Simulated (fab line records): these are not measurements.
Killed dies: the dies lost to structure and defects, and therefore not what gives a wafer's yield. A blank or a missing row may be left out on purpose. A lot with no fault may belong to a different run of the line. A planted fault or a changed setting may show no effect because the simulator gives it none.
What tool caused it?	flow sky130	Sampling: 6 lots, 18 wafers, 2 of 708 route steps

## WHAT THE GAUGES SHOWED, per wafer
SKY_VT_ADJUST_NCORE_TW_MEAS_11.
lot	measured	on	VT_ADJUST_NCORE_TW
L665	day 9 07:39	film_metro-04	215.9 216.6 215.4
L669	day 10 04:05	film_metro-01	216.9 217.6 215.4
L671	day 10 17:40	film_metro-01	215.9 214.9 215.9
L674	day 11 12:06	film_metro-01	215.1 215.4 215.0
L676	day 12 04:22	film_metro-01	214.6 215.1 214.8
L686	day 15 06:10	film_metro-01	222.0 222.6 220.9

## WHAT TOOL EACH LOT RAN ON (gives the tool, then ch and the chambers of the sampled wafers, and finally the start)
lot	SKY_VT_ADJUST_NCORE_IMPLANT_09
L665	implanter-02 ch 0, day 9 07:25
L669	implanter-03 ch 0, day 10 03:50
L671	implanter-03 ch 0, day 10 17:26
L674	implanter-03 ch 0, day 11 11:52
L676	implanter-01 ch 0, day 12 04:07
L686	implanter-02 ch 0, day 15 05:55
- SKY_VT_ADJUST_NCORE_IMPLANT_09

## THE ANSWER, worked out from the rows above alone
Rule: the lots themselves supply what counts as usual. Put in order of their means at a reading, lots are off if they are a third of the lots or fewer, leave a main group of 4 or more, and stand apart from it by a gap of 3 or more times the standard deviation of the main group's means; of several such gaps the widest counts. Not used: any main group whose means are identical at the precision the tables above print for the reading. Also off: a lot with no number at a reading for which 4 or more lots have one. Where the step has rows for the other lots, those lots are counted as sound.
Off: L686, seen at SKY_VT_ADJUST_NCORE_TW_MEAS_11 (VT_ADJUST_NCORE_TW). The main group: mean 215.6, standard deviation 0.63.
If a tool, at a process step before that reading, ran all the lots that are off and no sound lot after the first of them, it fits. Gauges at SKY_VT_ADJUST_NCORE_TW_MEAS_11: tried the same way as those tools. 2 tools fit, implanter-02 at SKY_VT_ADJUST_NCORE_IMPLANT_09 and film_metro-01 at SKY_VT_ADJUST_NCORE_TW_MEAS_11, so this cannot tell which one it is.

## WHAT THE SIMULATOR HAD INSERTED
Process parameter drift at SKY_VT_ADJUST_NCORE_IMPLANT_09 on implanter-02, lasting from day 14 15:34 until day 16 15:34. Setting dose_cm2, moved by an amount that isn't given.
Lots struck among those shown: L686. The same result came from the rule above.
